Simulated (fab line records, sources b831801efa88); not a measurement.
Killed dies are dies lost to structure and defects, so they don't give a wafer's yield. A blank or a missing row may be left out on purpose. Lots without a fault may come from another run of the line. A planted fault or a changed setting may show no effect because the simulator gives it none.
Tool commonality check | flow gf180mcu | 15 lots, 45 wafers sampled

WHY IT WAS OPENED
At GF_V2_RS_MEAS_24 the reading V2_W_RS is flagged on 3 of 15 lots. Wafers without a fault read 0.328 ohm/sq, standard deviation 0.0051.
Rule: a lot is flagged when every wafer of it that has a number lies more than 4 standard deviations from that mean, or none has a number. The other lots count as sound.

lot  | measured     | on            | V2_W_RS (ohm/sq), wafer by wafer | flag
L152 | day 20 21:30 | film_metro-02 | 0.326 0.325 0.328                |
L156 | day 22 08:53 | film_metro-01 | 0.324 0.327 0.325                |
L157 | day 22 11:16 | film_metro-01 | 0.319 0.331 0.322                |
L160 | day 23 16:33 | film_metro-02 | 0.323 0.334 0.322                |
L161 | day 23 22:01 | film_metro-01 | 44.374 43.246 43.842             | FLAGGED
L162 | day 25 02:45 | film_metro-01 | 43.995 44.439 44.217             | FLAGGED
L163 | day 25 02:58 | film_metro-02 | 43.249 44.346 43.534             | FLAGGED
L168 | day 26 06:58 | film_metro-04 | 0.329 0.330 0.329                |
L169 | day 26 23:25 | film_metro-04 | 0.328 0.321 0.327                |
L170 | day 27 03:35 | film_metro-04 | 0.325 0.322 0.326                |
L171 | day 27 03:59 | film_metro-01 | 0.320 0.323 0.337                |
L172 | day 27 09:43 | film_metro-02 | 0.330 0.332 0.326                |
L173 | day 27 16:28 | film_metro-02 | 0.333 0.328 0.333                |
L174 | day 27 23:45 | film_metro-02 | 0.330 0.327 0.326                |
L175 | day 28 01:25 | film_metro-01 | 0.321 0.336 0.326                |
The numbers of the flagged lots are 43.916 ohm/sq on average: +43.588 ohm/sq against the usual, or +99 or more standard deviations.

WHICH TOOL RAN EACH LOT
The record holds 1 process step before the reading, out of a route of 602 steps. In each cell: the tool, then ch and the chambers that the sampled wafers went through, then the start.
lot  | flag    | GF_V2_CVD_23
L152 |         | cvd_w-02 ch 1, day 20 21:22
L156 |         | cvd_w-02 ch 0,1, day 22 08:46
L157 |         | cvd_w-01 ch 0,1, day 22 11:10
L160 |         | cvd_w-01 ch 0,1, day 23 16:26
L161 | FLAGGED | cvd_w-01 ch 0,1, day 23 21:54
L162 | FLAGGED | cvd_w-02 ch 0,1, day 25 02:38
L163 | FLAGGED | cvd_w-01 ch 0,1, day 25 02:50
L168 |         | cvd_w-02 ch 0,1, day 26 06:50
L169 |         | cvd_w-02 ch 0,1, day 26 23:17
L170 |         | cvd_w-02 ch 0,1, day 27 03:28
L171 |         | cvd_w-01 ch 0,1, day 27 03:51
L172 |         | cvd_w-02 ch 0,1, day 27 09:36
L173 |         | cvd_w-02 ch 0,1, day 27 16:20
L174 |         | cvd_w-02 ch 0, day 27 23:38
L175 |         | cvd_w-01 ch 0,1, day 28 01:18
What these steps do:
- GF_V2_CVD_23: deposits W, target thk 350 nm, time 104.94 s.
- GF_V2_RS_MEAS_24: measures by four-point-probe.

FLAGGED OVER TOTAL, TOOL BY TOOL (the gauges that took the reading come last)
step             | tool          | lots run | flagged | share of the flagged lots | sound lots run after its first flagged lot
GF_V2_CVD_23     | cvd_w-01      | 6        | 2       | some                      | 2 (L171,L175)
GF_V2_CVD_23     | cvd_w-02      | 9        | 1       | some                      | 6 (L168,L169,L170,L172,L173,L174)
GF_V2_RS_MEAS_24 | film_metro-01 | 6        | 2       | some                      | 2 (L171,L175)
GF_V2_RS_MEAS_24 | film_metro-02 | 6        | 1       | some                      | 3 (L172,L173,L174)
GF_V2_RS_MEAS_24 | film_metro-04 | 3        | 0       | none                      | -

WHAT THE TABLE ALLOWS
No row of the table ran every flagged lot.

WHAT THE SIMULATOR HAD PUT IN
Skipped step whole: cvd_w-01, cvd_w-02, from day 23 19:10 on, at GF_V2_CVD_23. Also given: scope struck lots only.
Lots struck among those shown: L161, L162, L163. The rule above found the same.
